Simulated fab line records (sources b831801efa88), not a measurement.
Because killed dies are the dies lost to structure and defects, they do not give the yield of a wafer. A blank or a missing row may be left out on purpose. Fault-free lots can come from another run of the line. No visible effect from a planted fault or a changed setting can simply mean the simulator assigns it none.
fab line records | flow sky130
record: lots: 5 | wafers: 15 | last-day: 50
route steps=708 shown LI_CONTACT@383 LOCAL_INTERCONNECT@387
lots that met no fault: taken from a fault-free run of the same line
start-h: hours from the record's first day to the start of the lot's first wafer shown | wait-h: time in hours since the lot's previous step | " same as the row above | L1.1+2: several wafers, shown together as one row | - value missing, or start not given | * or withheld: withheld | < > ~ a bound
route shown NAME@n: names a module that has steps shown in the file, with the first one's number in the route | usual: mean/standard deviation taken from wafers without a fault | same: alike in all rows | chamber/n: place in a boat | sites: per-site readings | _std_site: their standard deviation | _edge_site: mean of outer sites minus mean of inner sites | radius-mm: how far each site lies from the wafer's centre | mask NAME#n: copy n | behind: the last tool/chamber to shape the wafer | hold: why the lot was held/for how many hours/how that ended | device: the n, p or np transistor that did not switch | end of line: the route-end tests of the same wafers | a step without rows: its recipe alone | killed: the dies lost at the first sort to structure and to defects; this is not the yield of the wafer | map: a wafer's dies, marking killed ones x, the rest . and places with no die _
set.NAME: the setting as run; set.NAME@STEP: as run at that earlier step | model.NAME: the simulator's own value behind a step, which no gauge read
lots seen at some steps along the route; tables by step, rows by wafer
services: when a tool's chamber went out of use (start-h, in hours from the record's first day, below 0 if earlier), for how many hours, and the reason
== steps ==
step: SKY_LI_CONTACT_CVD_21
recipe: material: W | target-thk-nm: 400 | time-s: 120.56 | temp-c: 400 | pressure-torr: 40
usual: chamber-pressure-Torr: 39.99/0.087 | heater-power-w: 883/100
lot.wafer | tool     | chamber | start-h | wait-h | chamber-pressure-Torr | heater-power-w
L826.1    | cvd-w-01 | 1       | 697.26  | 0.0    | 40.21                 | 837
L826.2    | "        | 0       | "       | "      | 40.17                 | 854
L826.6    | "        | 1       | "       | "      | 39.96                 | 835
L828.2    | cvd-w-02 | 0       | 721.25  | 0.0    | 39.93                 | 1020
L828.4    | "        | 1       | "       | "      | 39.98                 | 783
L828.6    | "        | 1       | "       | "      | 39.86                 | 758
L842.1    | cvd-w-01 | 1       | 809.95  | 0.0    | 40.01                 | 840
L842.3    | "        | 0       | "       | "      | 39.89                 | 895
L842.6    | "        | 0       | "       | "      | 40.00                 | 879
L843.1    | cvd-w-02 | 1       | 831.79  | 0.0    | 40.06                 | 802
L843.2    | "        | 0       | "       | "      | 39.88                 | 1054
L843.5    | "        | 0       | "       | "      | 39.91                 | 1037
L846.2    | cvd-w-02 | 0       | 844.21  | 0.0    | 39.99                 | 1050
L846.3    | "        | 1       | "       | "      | 39.95                 | 793
L846.5    | "        | 0       | "       | "      | 39.87                 | 1056
step: SKY_LI_CONTACT_RS_MEAS_22
recipe: thk-meas-gauge: four-point-probe | reads: W_of_LI_CONTACT_CVD_21+TiN_of_LI_CONTACT_SPUTTER_20+Ti_of_LI_CONTACT_SPUTTER_19
usual: LI_CONTACT_W_RS: 0.284/0.0037
lot.wafer | tool          | chamber | start-h | wait-h | LI_CONTACT_W_RS[ohm/sq]
L826.1    | film-metro-02 | -       | 697.39  | 0.1    | 0.284
L826.2    | "             | -       | "       | "      | 0.279
L826.6    | "             | -       | "       | "      | 0.287
L828.2    | film-metro-02 | -       | 721.40  | 0.1    | 0.290
L828.4    | "             | -       | "       | "      | 0.294
L828.6    | "             | -       | "       | "      | 0.292
L842.1    | film-metro-03 | -       | 810.08  | 0.1    | 0.284
L842.3    | "             | -       | "       | "      | 0.279
L842.6    | "             | -       | "       | "      | 0.281
L843.1    | film-metro-03 | -       | 831.92  | 0.1    | 0.292
L843.2    | "             | -       | "       | "      | 0.284
L843.5    | "             | -       | "       | "      | 0.290
L846.2    | film-metro-02 | -       | 844.36  | 0.1    | 0.289
L846.3    | "             | -       | "       | "      | 0.292
L846.5    | "             | -       | "       | "      | 0.288
step: SKY_LI_CONTACT_THK_MEAS_23
recipe: thk-meas-gauge: xrf | reads: W_of_LI_CONTACT_CVD_21
usual: LI_CONTACT_W_THK: 392/6.5
lot.wafer | tool          | chamber | start-h | wait-h | LI_CONTACT_W_THK[nm]
L826.1    | film-metro-02 | -       | 697.51  | 0.1    | 398
L826.2    | "             | -       | "       | "      | 406
L826.6    | "             | -       | "       | "      | 390
L828.2    | film-metro-02 | -       | 721.51  | 0.1    | 386
L828.4    | "             | -       | "       | "      | 380
L828.6    | "             | -       | "       | "      | 384
L842.1    | film-metro-03 | -       | 810.20  | 0.1    | 386
L842.3    | "             | -       | "       | "      | 390
L842.6    | "             | -       | "       | "      | 388
L843.1    | film-metro-03 | -       | 832.04  | 0.1    | 380
L843.2    | "             | -       | "       | "      | 388
L843.5    | "             | -       | "       | "      | 381
L846.2    | film-metro-02 | -       | 844.47  | 0.1    | 388
L846.3    | "             | -       | "       | "      | 385
L846.5    | "             | -       | "       | "      | 386
step: SKY_LI_CONTACT_CMP_24
recipe: stop-on: PSG | t-overpolish-s: 20 | down-force-psi: 3.5 | platen-rpm: 60 | target-thk-nm: 0 | pad-velocity-m-s: 0.94248
usual: edge-zone-pressure-frac: 1.001/0.0053 | motor-current-A: 11.3/1.1 | overpolish-run-s: 20.001/0.0091 | time-to-endpoint-s: 96/3.4
lot.wafer | tool   | chamber | start-h | wait-h | edge-zone-pressure-frac | motor-current-A | overpolish-run-s | time-to-endpoint-s
L826.1    | cmp-02 | 0       | 697.67  | 0.1    | 0.990                   | 12.8            | 19.997           | 95
L826.2    | "      | 1       | "       | "      | 0.998                   | 10.5            | 19.992           | 100
L826.6    | "      | 2       | "       | "      | 1.000                   | 11.0            | 19.997           | 96
L828.2    | cmp-01 | 2       | 721.56  | 0.0    | 0.996                   | 11.5            | 20.007           | 94
L828.4    | "      | 1       | "       | "      | 1.004                   | 12.6            | 19.998           | 92
L828.6    | "      | 3       | "       | "      | 1.002                   | 11.6            | 20.023           | 98
L842.3    | cmp-02 | 1       | 810.26  | 0.0    | 0.990                   | 10.1            | 19.992           | 96
L842.1    | "      | 0       | "       | "      | 0.997                   | 12.9            | 20.013           | 92
L842.6    | "      | 2       | "       | "      | 1.004                   | 11.2            | 19.997           | 93
L843.1    | cmp-02 | 3       | 832.15  | 0.1    | 1.002                   | 10.4            | 19.996           | 89
L843.2    | "      | 0       | "       | "      | 0.996                   | 12.8            | 19.996           | 93
L843.5    | "      | 2       | "       | "      | 1.018                   | 11.6            | 19.996           | 93
L846.2    | cmp-02 | 1       | 844.52  | 0.0    | 0.991                   | 9.6             | 19.998           | 96
L846.3    | "      | 0       | "       | "      | 0.997                   | 13.5            | 20.017           | 93
L846.5    | "      | 2       | "       | "      | 1.006                   | 11.1            | 19.988           | 96
step: SKY_LOCAL_INTERCONNECT_SPUTTER_00
recipe: material: TiN | target-thk-nm: 100 | temp-c: 300 | power-w: 6500 | time-s: 83.3 | chamber-pressure-pa: 0.4
usual: throttle-valve-pct: 29.6/0.87
lot.wafer | tool           | chamber | start-h | wait-h | throttle-valve-pct
L826.1    | pvd-sputter-03 | -       | 697.87  | 0.1    | 28.8
L826.2    | "              | -       | "       | "      | 28.3
L826.6    | "              | -       | "       | "      | 28.4
L828.2    | pvd-sputter-03 | -       | 721.86  | 0.2    | 29.0
L828.4    | "              | -       | "       | "      | 30.1
L828.6    | "              | -       | "       | "      | 30.2
L842.1    | pvd-sputter-02 | -       | 810.56  | 0.1    | 31.5
L842.3    | "              | -       | "       | "      | 29.8
L842.6    | "              | -       | "       | "      | 30.1
L843.1    | pvd-sputter-03 | -       | 832.40  | 0.2    | 28.2
L843.2    | "              | -       | "       | "      | 29.4
L843.5    | "              | -       | "       | "      | 30.2
L846.2    | pvd-sputter-03 | -       | 844.82  | 0.2    | 30.0
L846.3    | "              | -       | "       | "      | 29.2
L846.5    | "              | -       | "       | "      | 29.3
step: SKY_LOCAL_INTERCONNECT_RS_MEAS_01
recipe: thk-meas-gauge: four-point-probe | reads: TiN_of_LOCAL_INTERCONNECT_SPUTTER_00
usual: LOCAL_INTERCONNECT_TIN_RS: 14.05/0.15
lot.wafer | tool          | chamber | start-h | wait-h | LOCAL_INTERCONNECT_TIN_RS[ohm/sq]
L826.1    | film-metro-04 | -       | 697.93  | 0.0    | 13.88
L826.2    | "             | -       | "       | "      | 13.81
L826.6    | "             | -       | "       | "      | 13.89
L828.2    | film-metro-01 | -       | 721.94  | 0.1    | 14.06
L828.4    | "             | -       | "       | "      | 14.08
L828.6    | "             | -       | "       | "      | 14.00
L842.1    | film-metro-01 | -       | 810.62  | 0.0    | 14.07
L842.3    | "             | -       | "       | "      | 14.20
L842.6    | "             | -       | "       | "      | 14.14
L843.1    | film-metro-01 | -       | 832.46  | 0.0    | 14.03
L843.2    | "             | -       | "       | "      | 13.90
L843.5    | "             | -       | "       | "      | 14.02
L846.2    | film-metro-01 | -       | 844.90  | 0.1    | 14.07
L846.3    | "             | -       | "       | "      | 14.05
L846.5    | "             | -       | "       | "      | 13.96
step: SKY_LOCAL_INTERCONNECT_THK_MEAS_02
recipe: thk-meas-gauge: xrf | reads: TiN_of_LOCAL_INTERCONNECT_SPUTTER_00
usual: LOCAL_INTERCONNECT_TIN_THK: 102.3/1.3
lot.wafer | tool          | chamber | start-h | wait-h | LOCAL_INTERCONNECT_TIN_THK[nm]
L826.1    | film-metro-04 | -       | 698.05  | 0.1    | 104.9
L826.2    | "             | -       | "       | "      | 104.6
L826.6    | "             | -       | "       | "      | 104.1
L828.2    | film-metro-01 | -       | 722.05  | 0.1    | 101.6
L828.4    | "             | -       | "       | "      | 101.1
L828.6    | "             | -       | "       | "      | 101.2
L842.1    | film-metro-01 | -       | 810.74  | 0.1    | 101.9
L842.3    | "             | -       | "       | "      | 101.3
L842.6    | "             | -       | "       | "      | 102.0
L843.1    | film-metro-01 | -       | 832.58  | 0.1    | 101.9
L843.2    | "             | -       | "       | "      | 103.0
L843.5    | "             | -       | "       | "      | 102.2
L846.2    | film-metro-01 | -       | 845.01  | 0.1    | 101.2
L846.3    | "             | -       | "       | "      | 101.3
L846.5    | "             | -       | "       | "      | 102.3
step: SKY_LOCAL_INTERCONNECT_DEHYDRATE_03
recipe: temp-c: 200 | time-s: 60
step: SKY_LOCAL_INTERCONNECT_HMDS_04
recipe: prime-time-s: 60 | prime-temp-c: 120
step: SKY_LOCAL_INTERCONNECT_COAT_05
recipe: resist: BARC | temp-c: withheld | time-s: withheld | spin-rpm: 3000 | resist-thk-nm: 60
step: SKY_LOCAL_INTERCONNECT_COAT_06
recipe: resist: KrF-thick | spin-rpm: 3000 | resist-thk-nm: 456.6
step: SKY_LOCAL_INTERCONNECT_SOFTBAKE_07
recipe: temp-c: 100 | time-s: 90 | resist: KrF-thick
step: SKY_LOCAL_INTERCONNECT_EXPOSE_08
recipe: mask-id: LI1M | na: 0.8 | source-shape: annular | sigma-inner: 0.55 | sigma-outer: 0.85 | target-cd-nm: 170 | dose-mj: 28
usual: exposure-dose-mJ-cm2: 28.01/0.041
same: sigma-outer: 0.85
lot.wafer | tool           | chamber | start-h | wait-h | mask   | exposure-dose-mJ-cm2
L826.1    | krf-scanner-02 | 0       | 711.98  | -      | LI1M#0 | 28.05
L826.2    | "              | 0       | "       | "      | LI1M#0 | 28.06
L826.6    | "              | 0       | "       | "      | LI1M#0 | 28.05
L828.2    | krf-scanner-02 | 0       | 736.07  | -      | LI1M#0 | 28.07
L828.4    | "              | 0       | "       | "      | LI1M#0 | 28.06
L828.6    | "              | 0       | "       | "      | LI1M#0 | 28.04
L842.1    | krf-scanner-02 | 0       | 823.86  | -      | LI1M#0 | 25.85
L842.3    | "              | 0       | "       | "      | LI1M#0 | 25.82
L842.6    | "              | 0       | "       | "      | LI1M#0 | 25.87
L843.1    | krf-scanner-01 | 0       | 846.07  | -      | LI1M#0 | 27.97
L843.2    | "              | 0       | "       | "      | LI1M#0 | 27.98
L843.5    | "              | 0       | "       | "      | LI1M#0 | 27.95
L846.2    | krf-scanner-01 | 0       | 857.82  | -      | LI1M#0 | 27.99
L846.3    | "              | 0       | "       | "      | LI1M#0 | 27.99
L846.5    | "              | 0       | "       | "      | LI1M#0 | 28.00
step: SKY_LOCAL_INTERCONNECT_PEB_09
recipe: peb-temp-c: withheld | peb-time-s: withheld | resist: KrF-thick
step: SKY_LOCAL_INTERCONNECT_DEVELOP_10
recipe: develop-time-s: 60 | resist: KrF-thick | dev-temp-c: 21
step: SKY_LOCAL_INTERCONNECT_CD_MEAS_11
recipe: target-cd-nm: 170
usual: cd-nm: 170.1/1.6
lot.wafer | tool      | chamber | start-h | wait-h | cd-nm
L826.1    | cd-sem-01 | -       | 725.95  | -      | 169.2
L826.2    | "         | -       | "       | "      | 170.9
L826.6    | "         | -       | "       | "      | 170.4
L828.2    | cd-sem-02 | -       | 749.90  | -      | 169.4
L828.4    | "         | -       | "       | "      | 170.0
L828.6    | "         | -       | "       | "      | 169.7
L842.1    | cd-sem-01 | -       | 836.60  | -      | 78.5
L842.3    | "         | -       | "       | "      | 41.5
L842.6    | "         | -       | "       | "      | 144.5
L843.1    | cd-sem-02 | -       | 858.75  | -      | 170.4
L843.2    | "         | -       | "       | "      | 172.4
L843.5    | "         | -       | "       | "      | 171.9
L846.2    | cd-sem-02 | -       | 870.47  | -      | 169.5
L846.3    | "         | -       | "       | "      | 170.4
L846.5    | "         | -       | "       | "      | 170.1
step: SKY_LOCAL_INTERCONNECT_OVL_MEAS_12
usual: LOCAL_INTERCONNECT_OVL: 1/6
lot.wafer | tool       | chamber | start-h | wait-h | LOCAL_INTERCONNECT_OVL[nm]
L826.1    | overlay-01 | -       | 726.07  | 0.1    | -1
L826.2    | "          | -       | "       | "      | 0
L826.6    | "          | -       | "       | "      | -7
L828.2    | overlay-02 | -       | 750.01  | 0.1    | 5
L828.4    | "          | -       | "       | "      | 4
L828.6    | "          | -       | "       | "      | 12
L842.1    | overlay-02 | -       | 836.72  | 0.1    | -2
L842.3    | "          | -       | "       | "      | 2
L842.6    | "          | -       | "       | "      | 4
L843.1    | overlay-01 | -       | 858.87  | 0.1    | 11
L843.2    | "          | -       | "       | "      | 12
L843.5    | "          | -       | "       | "      | 6
L846.2    | overlay-01 | -       | 870.57  | 0.1    | 1
L846.3    | "          | -       | "       | "      | 2
L846.5    | "          | -       | "       | "      | 3
step: SKY_LOCAL_INTERCONNECT_ETCH_13
recipe: chemistry: N2/H2 | target: BARC | ion-energy-ev: 200 | bias-w: 100 | pressure-mtorr: 30 | n2-flow-sccm: 100 | h2-flow-sccm: 200 | icp-w: 500 | stop-on: SiO2 | time-s: 45.9 | target-depth-a: 600
usual: chamber-pressure-mTorr: 30.002/0.028 | drypump-motor-current-A: 5.8/0.39 | oes-product-au: 0.855/0.0056 | rf-fwd-power-W: 494.4/2 | throttle-valve-pct: 13.225/0.0091
lot.wafer | tool         | chamber | start-h | wait-h | chamber-pressure-mTorr | drypump-motor-current-A | oes-product-au | rf-fwd-power-W | rf-hours-counter-h | throttle-valve-pct | model.LOCAL_INTERCONNECT.cd-nm
L826.1    | rie-metal-02 | 0       | 726.11  | 0.0    | 30.009                 | 5.4                     | 0.852          | 491.4          | 4                  | 13.235             | 169.3
L826.2    | "            | 1       | "       | "      | 29.976                 | 5.7                     | 0.849          | 498.0          | 0                  | 13.210             | 171
L826.6    | "            | 0       | "       | "      | 30.022                 | 5.4                     | 0.850          | 491.3          | -                  | 13.230             | 170.3
L828.2    | rie-metal-02 | 0       | 750.04  | 0.0    | 30.000                 | 5.4                     | 0.845          | 490.8          | 5                  | 13.219             | 169.9
L828.4    | "            | 1       | "       | "      | 30.059                 | 5.7                     | 0.856          | 497.8          | -                  | 13.229             | 170.4
L828.6    | "            | 1       | "       | "      | 30.024                 | 5.7                     | 0.837          | 495.9          | -                  | 13.232             | 170.6
L842.1    | rie-metal-02 | 0       | 836.75  | 0.0    | 30.017                 | 5.4                     | 0.863          | 494.4          | 9                  | 13.231             | 79.13
L842.3    | "            | 1       | "       | "      | 30.013                 | 5.7                     | 0.857          | 494.7          | -                  | 13.228             | 41.79
L842.6    | "            | 1       | "       | "      | 30.007                 | 5.7                     | 0.855          | 495.3          | -                  | 13.228             | 144.7
L843.1    | rie-metal-01 | 0       | 858.90  | 0.0    | 29.983                 | 6.3                     | 0.863          | 494.7          | 8                  | 13.229             | 170.4
L843.2    | "            | 1       | "       | "      | 29.976                 | 6.5                     | 0.851          | 493.1          | 2                  | 13.235             | 172.9
L843.5    | "            | 0       | "       | "      | 30.016                 | 6.3                     | 0.860          | 494.5          | -                  | 13.206             | 171.8
L846.2    | rie-metal-02 | 1       | 870.60  | 0.0    | 30.008                 | 5.7                     | 0.848          | 497.3          | 6                  | 13.226             | 170
L846.3    | "            | 0       | "       | "      | 30.002                 | 5.4                     | 0.862          | 490.3          | -                  | 13.222             | 170.4
L846.5    | "            | 0       | "       | "      | 29.934                 | 5.4                     | 0.861          | 493.1          | -                  | 13.214             | 170.5
step: SKY_LOCAL_INTERCONNECT_METAL_ETCH_14
recipe: target-depth-nm: 110 | stop-on: PSG | chemistry: Cl2/BCl3 | target: TiN | resist-sidewall-deg: 88 | pressure-mtorr: 10 | icp-w: 900 | bias-w: 48.5 | Cl2_flow_sccm: 60 | bcl3-flow-sccm: 30 | time-s: 31.4
usual: bcl3-flow-sccm: 30.00/0.085 | chamber-pressure-mTorr: 10.000/0.0084 | drypump-motor-current-A: 5.8/0.39 | mfc-cl2-sccm: 60.00/0.19 | oes-product-au: 0.946/0.0074 | rf-fwd-power-W: 887/3.7 | throttle-valve-pct: 21.897/0.01
lot.wafer | tool         | chamber | start-h | wait-h | bcl3-flow-sccm | chamber-pressure-mTorr | drypump-motor-current-A | mfc-cl2-sccm | oes-product-au | rf-fwd-power-W | rf-hours-counter-h | throttle-valve-pct | model.LOCAL_INTERCONNECT.cd-nm
L826.1    | rie-metal-02 | 0       | 726.17  | 0.0    | 30.03          | 10.014                 | 5.4                     | 60.00        | 0.947          | 886            | 4                  | 21.912             | 169.4
L826.2    | "            | 1       | "       | "      | 30.00          | 10.012                 | 5.7                     | 59.63        | 0.957          | 890            | 0                  | 21.901             | 170.9
L826.6    | "            | 0       | "       | "      | 30.05          | 9.997                  | 5.4                     | 60.11        | 0.951          | 881            | -                  | 21.870             | 170.6
L828.2    | rie-metal-02 | 0       | 750.10  | 0.0    | 29.89          | 10.001                 | 5.4                     | 60.43        | 0.949          | 881            | 5                  | 21.894             | 169.6
L828.4    | "            | 1       | "       | "      | 29.93          | 9.994                  | 5.7                     | 60.45        | 0.946          | 888            | -                  | 21.898             | 170.3
L828.6    | "            | 1       | "       | "      | 30.02          | 9.987                  | 5.7                     | 60.33        | 0.948          | 890            | -                  | 21.911             | 170.8
L842.1    | rie-metal-02 | 0       | 836.82  | 0.0    | 29.99          | 10.000                 | 5.4                     | 60.08        | 0.945          | 883            | 9                  | 21.906             | 79.2
L842.3    | "            | 1       | "       | "      | 30.04          | 9.993                  | 5.7                     | 60.28        | 0.947          | 896            | -                  | 21.921             | 41.98
L842.6    | "            | 1       | "       | "      | 30.13          | 9.985                  | 5.7                     | 60.10        | 0.940          | 889            | -                  | 21.898             | 145.6
L843.1    | rie-metal-01 | 0       | 858.97  | 0.0    | 29.90          | 10.001                 | 6.3                     | 59.78        | 0.945          | 886            | 8                  | 21.896             | 169.6
L843.2    | "            | 1       | "       | "      | 29.95          | 9.989                  | 6.5                     | 59.78        | 0.950          | 887            | 2                  | 21.879             | 172.9
L843.5    | "            | 0       | "       | "      | 29.95          | 9.995                  | 6.3                     | 59.78        | 0.940          | 882            | -                  | 21.902             | 170.9
L846.2    | rie-metal-02 | 1       | 870.67  | 0.0    | 29.95          | 10.012                 | 5.7                     | 60.13        | 0.952          | 890            | 6                  | 21.896             | 170.2
L846.3    | "            | 0       | "       | "      | 29.91          | 9.991                  | 5.4                     | 59.96        | 0.950          | 884            | -                  | 21.899             | 170.5
L846.5    | "            | 0       | "       | "      | 30.05          | 9.992                  | 5.4                     | 59.97        | 0.953          | 880            | -                  | 21.890             | 170.5
step: SKY_LOCAL_INTERCONNECT_STRIP_15
recipe: chemistry: O2/N2 | power-w: 1400 | pressure-mtorr: 1500 | platen-temp-c: withheld | o2-flow-sccm: 3000 | n2-flow-sccm: 300 | overash-fraction: 0.5
usual: chamber-pressure-mTorr: 1500.2/1.3 | drypump-motor-current-A: 5.6/0.5 | oes-product-au: 0.429/0.0049 | strip-time-to-endpoint-s: 4.787/0.017
lot.wafer | tool            | chamber | start-h | wait-h | chamber-pressure-mTorr | drypump-motor-current-A | oes-product-au | rf-hours-counter-h | strip-time-to-endpoint-s
L826.1    | plasma-asher-04 | 1       | 726.22  | 0.0    | 1497.5                 | 4.8                     | 0.429          | 58                 | 4.764
L826.2    | "               | 0       | "       | "      | 1501.3                 | 6.3                     | 0.432          | 58                 | 4.801
L826.6    | "               | 1       | "       | "      | 1502.7                 | 4.8                     | 0.425          | -                  | 4.778
L828.2    | plasma-asher-01 | 0       | 750.16  | 0.0    | 1499.6                 | 5.6                     | 0.430          | 32                 | 4.745
L828.4    | "               | 1       | "       | "      | 1500.1                 | 5.9                     | 0.423          | -                  | 4.753
L828.6    | "               | 0       | "       | "      | 1501.0                 | 5.6                     | 0.433          | -                  | 4.775
L842.1    | plasma-asher-04 | 1       | 836.87  | 0.0    | 1502.7                 | 4.8                     | 0.437          | 67                 | 4.791
L842.3    | "               | 1       | "       | "      | 1501.3                 | 4.8                     | 0.423          | -                  | 4.800
L842.6    | "               | 1       | "       | "      | 1498.4                 | 4.8                     | 0.431          | -                  | 4.801
L843.1    | plasma-asher-02 | 0       | 859.02  | 0.0    | 1499.8                 | 5.1                     | 0.432          | 12                 | 4.817
L843.2    | "               | 1       | "       | "      | 1498.7                 | 5.9                     | 0.426          | 12                 | 4.794
L843.5    | "               | 0       | "       | "      | 1499.0                 | 5.2                     | 0.432          | -                  | 4.826
L846.2    | plasma-asher-02 | 0       | 870.72  | 0.0    | 1500.5                 | 5.1                     | 0.428          | 13                 | 4.768
L846.3    | "               | 0       | "       | "      | 1497.3                 | 5.1                     | 0.438          | -                  | 4.787
L846.5    | "               | 1       | "       | "      | 1500.2                 | 5.8                     | 0.432          | -                  | 4.787
== services ==
tool            | chamber | start-h | hours | kind
krf-scanner-02  | -       | 678.87  | 1.3   | pm
krf-scanner-01  | -       | 689.47  | 1.0   | pm
krf-scanner-02  | -       | 691.37  | 0.8   | pm
pvd-sputter-03  | -       | 700.76  | 12.6  | repair
cmp-02          | -       | 704.76  | 1.5   | repair
rie-metal-02    | -       | 707.05  | 0.8   | repair
krf-scanner-01  | -       | 711.73  | 4.0   | pm
cvd-w-01        | 1       | 717.69  | 9.3   | repair
cvd-w-02        | 0       | 725.14  | 2.4   | repair
rie-metal-01    | 0       | 725.22  | 4.6   | repair
cmp-02          | -       | 728.38  | 1.2   | repair
plasma-asher-02 | -       | 733.75  | 9.0   | pm
cmp-02          | -       | 754.96  | 3.7   | pm
cmp-02          | -       | 760.07  | 0.6   | repair
cmp-02          | -       | 762.77  | 3.9   | repair
cmp-02          | -       | 768.93  | 2.4   | repair
krf-scanner-02  | -       | 774.32  | 1.0   | pm
cmp-02          | -       | 791.23  | 1.3   | repair
rie-metal-02    | 1       | 791.89  | 1.4   | repair
cvd-w-02        | 1       | 807.10  | 5.2   | repair
krf-scanner-02  | -       | 824.72  | 3.6   | pm
cvd-w-02        | -       | 847.07  | 0.7   | repair
krf-scanner-02  | -       | 854.77  | 1.3   | pm
krf-scanner-02  | -       | 860.17  | 0.8   | pm
== key ==
first-sign: step: SKY_LOCAL_INTERCONNECT_EXPOSE_08 | reading: exposure-dose-mJ-cm2 | direction: down | sigmas: 53 | usual: * | struck: *
effect: step: SKY_LOCAL_INTERCONNECT_CD_MEAS_11 | reading: cd-nm | direction: down | sigmas: 53 | usual: 170.1 | struck: 88.2 | through: control-loop
model-effect: step: SKY_LOCAL_INTERCONNECT_ETCH_13 | value: LOCAL_INTERCONNECT.cd-nm | without: 170.2 | struck: 88.55
model-effect: step: SKY_LOCAL_INTERCONNECT_METAL_ETCH_14 | value: LOCAL_INTERCONNECT.cd-nm | without: 170.6 | struck: 88.92
met-at SKY_LOCAL_INTERCONNECT_EXPOSE_08
struck-wafers L842.1,L842.3,L842.6
later-rows-left-out L842.1,L842.3
sort-left-out L842.1,L842.3,L842.6
tester-left-out L842
loop-trim: step: SKY_LOCAL_INTERCONNECT_EXPOSE_08 | setting: dose | lots: L842
onset-between 736.07 823.86
fault: kind: process-parameter-drift | tool: krf-scanner-02 | chamber: - | onset-h: 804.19 | steps: SKY_LOCAL_INTERCONNECT_EXPOSE_08 | channel: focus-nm | offset: 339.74 | spread-by-wafer: 0.3 | shape: step | end-h: 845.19
tester-left-out: of these lots the tester's yield and bins aren't shown, on N5 and GAA mostly nor the transistor test; their killed dies are dies lost to structure and defects alone, not to doping, threshold or leakage, so they don't give the yield
sort-left-out: the simulated sort isn't trusted on such a fault, so these wafers' sort isn't shown, and their yield isn't known
later-rows-left-out: the simulator's readings of these wafers behind a module that went badly wrong aren't trusted and aren't shown, but for the sort
loop-trim: a control loop set the setting to another value than it would have without faults
